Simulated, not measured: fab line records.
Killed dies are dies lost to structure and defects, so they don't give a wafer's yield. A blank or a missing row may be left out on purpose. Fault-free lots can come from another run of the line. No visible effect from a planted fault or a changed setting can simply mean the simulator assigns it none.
The tool behind it: which one?    flow sfq_line    7 lots, 21 wafers sampled, at 2 steps of a route of 325

WHAT EACH GAUGE READ, for each wafer
SFQ_L0V_OVL_MEAS_903.
lot   measured      on          L0V_OVL (nm)
L711  day 7 22:22   overlay-01  -12 -13 -17
L713  day 8 17:34   overlay-02  6 2 -3
L715  day 9 08:07   overlay-02  4 5 3
L717  day 10 05:00  overlay-02  7 2 -3
L723  day 11 17:06  overlay-01  -4 -7 -9
L727  day 13 02:59  overlay-01  54 49 53
L731  day 14 04:19  overlay-02  -4 4 0

WHICH TOOL RAN EACH LOT (tool, then ch and the chambers of the sampled wafers, then the start)
lot   SFQ_TRILAYER_L0_VIA_LITHO_EXPOSE_014
L711  krf_scanner-01 ch 0, day 7 20:52
L713  krf_scanner-01 ch 0, day 8 16:04
L715  krf_scanner-02 ch 0, day 9 07:00
L717  krf_scanner-01 ch 0, day 10 03:30
L723  krf_scanner-01 ch 0, day 11 15:36
L727  krf_scanner-02 ch 0, day 13 01:29
L731  krf_scanner-01 ch 0, day 14 03:01
- SFQ_TRILAYER_L0_VIA_LITHO_EXPOSE_014: exposes mask L0V, target cd 700 nm.

THE ANSWER, worked out from the rows above alone
Rule: what is usual is taken from the lots themselves. The widest of any qualifying gaps counts: lots, ordered by their means at a reading, are off when they make up no more than a third of the lots, leave a main group of 4 or more, and stand apart from it by 3 or more times the standard deviation of that group's means. If all means in a main group match to the digits the tables above print for the reading, that group is not used. Also off: a lot with no number at a reading for which 4 or more lots have one. Any other lot the step has rows for is counted as sound.
Off: L727, at SFQ_L0V_OVL_MEAS_903 (L0V_OVL). The main group: mean -2 nm, standard deviation 6.3.
If a tool, at a process step before that reading, ran all the lots that are off and no sound lot after the first of them, it fits. Those tools and the gauges at SFQ_L0V_OVL_MEAS_903 are tried in the same way. 2 tools fit, krf_scanner-02 at SFQ_TRILAYER_L0_VIA_LITHO_EXPOSE_014 and overlay-01 at SFQ_L0V_OVL_MEAS_903, so this cannot tell which one it is.

WHAT WAS PUT IN BY THE SIMULATOR
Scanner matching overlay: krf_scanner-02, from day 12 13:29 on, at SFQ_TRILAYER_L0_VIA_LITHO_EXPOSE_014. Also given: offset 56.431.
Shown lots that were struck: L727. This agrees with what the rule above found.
